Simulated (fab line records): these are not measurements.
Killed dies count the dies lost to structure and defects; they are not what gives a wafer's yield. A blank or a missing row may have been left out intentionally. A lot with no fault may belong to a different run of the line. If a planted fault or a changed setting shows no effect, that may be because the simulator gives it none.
The same fault as seen by 2 desks | flow gf180mcu | what lay behind the numbers comes last; until then each desk has only its own

METROLOGY DESK
What the gauges read for every lot (on any tool): the sampled wafers with a number, averaged. If a lot's mean is further than 4 standard deviations from the usual mean, the lot is out of limits and carries the mark OUT (the distance appears in the brackets).
Columns: A = V5_BOW at GF_V5_BOW_MEAS_05, usual 136 um; B = TOP_METAL_OVL at GF_TOP_METAL_OVL_MEAS_15, usual -0.5 nm; C = PASSIVATION_CVD_00_THK at GF_PASSIVATION_THK_MEAS_01, usual 1006 nm
lot  | first seen here | A   | B    | C
L665 | day 26 14:20    | 139 | 1.4  | 999
L669 | day 27 15:10    | 139 | -1.6 | 1019
L670 | day 27 18:27    | 137 | 0.7  | 1000
L671 | day 28 09:11    | 142 | -0.6 | 995
L672 | day 28 14:34    | 119 | 0.5  | 1017
L674 | day 29 04:02    | 136 | -0.6 | 993
L675 | day 29 20:18    | 132 | -0.9 | 1011
L676 | day 29 23:31    | 142 | -2.4 | 1012
L678 | day 30 12:59    | 144 | -0.9 | 959
L681 | day 31 09:32    | 150 | -0.0 | 949 (-4.4) OUT
L682 | day 31 12:08    | 132 | -1.8 | 1018
L685 | day 32 03:08    | 126 | 1.5  | 1005
L686 | day 32 10:31    | 130 | 1.1  | 1017
Finding of this desk: L681 out of limits, first seen on L681 at day 32 21:50 (PASSIVATION_CVD_00_THK at GF_PASSIVATION_THK_MEAS_01). Within limits: L665, L669, L670, L671, L672, L674, L675, L676, L678, L682, L685, L686.

TOOL OWNER'S DESK, pecvd-03
The tool's own readings at GF_PASSIVATION_CVD_00 (deposits SiO2 from TEOS, target thk 1000 nm, time 111.95 s): means of the sampled wafers that have a number, for each lot that ran on this tool. If a lot's mean is further than 4 standard deviations from the usual mean, the lot is out of limits and carries the mark OUT (the distance appears in the brackets).
Columns: A = heater-power-w at GF_PASSIVATION_CVD_00, usual 649 W; B = run-length-s at GF_PASSIVATION_CVD_00, usual 140.1 s
lot  | first seen here | A   | B
L669 | day 29 09:25    | 695 | 140.0
L674 | day 30 20:04    | 696 | 140.2
L676 | day 31 14:08    | 694 | 140.2
L678 | day 32 02:57    | 619 | 134.3 (-12) OUT
L681 | day 32 21:46    | 657 | 134.3 (-12) OUT
This desk's finding: out of limits on L678, L681; first on L678, day 32 02:57 (run-length-s at GF_PASSIVATION_CVD_00). Within limits: L669, L674, L676.

BROUGHT TOGETHER
An alarm could have come from the tool owner's desk at day 32 02:57, on L678, L681.
The metrology desk could have raised an alarm at day 32 21:50, on L681.
The metrology desk has L678 on record, within its limits.
Every lot named ran GF_PASSIVATION_CVD_00 on pecvd-03.

WHAT HAD BEEN PUT IN BY THE SIMULATOR
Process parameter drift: pecvd-03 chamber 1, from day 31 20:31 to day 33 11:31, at GF_PASSIVATION_CVD_00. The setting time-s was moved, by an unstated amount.
Shown lots that were struck: L678, L681.
Hours from the fault's start to each desk's first reading out of limits: the tool owner's desk, 6; the metrology desk, 25.
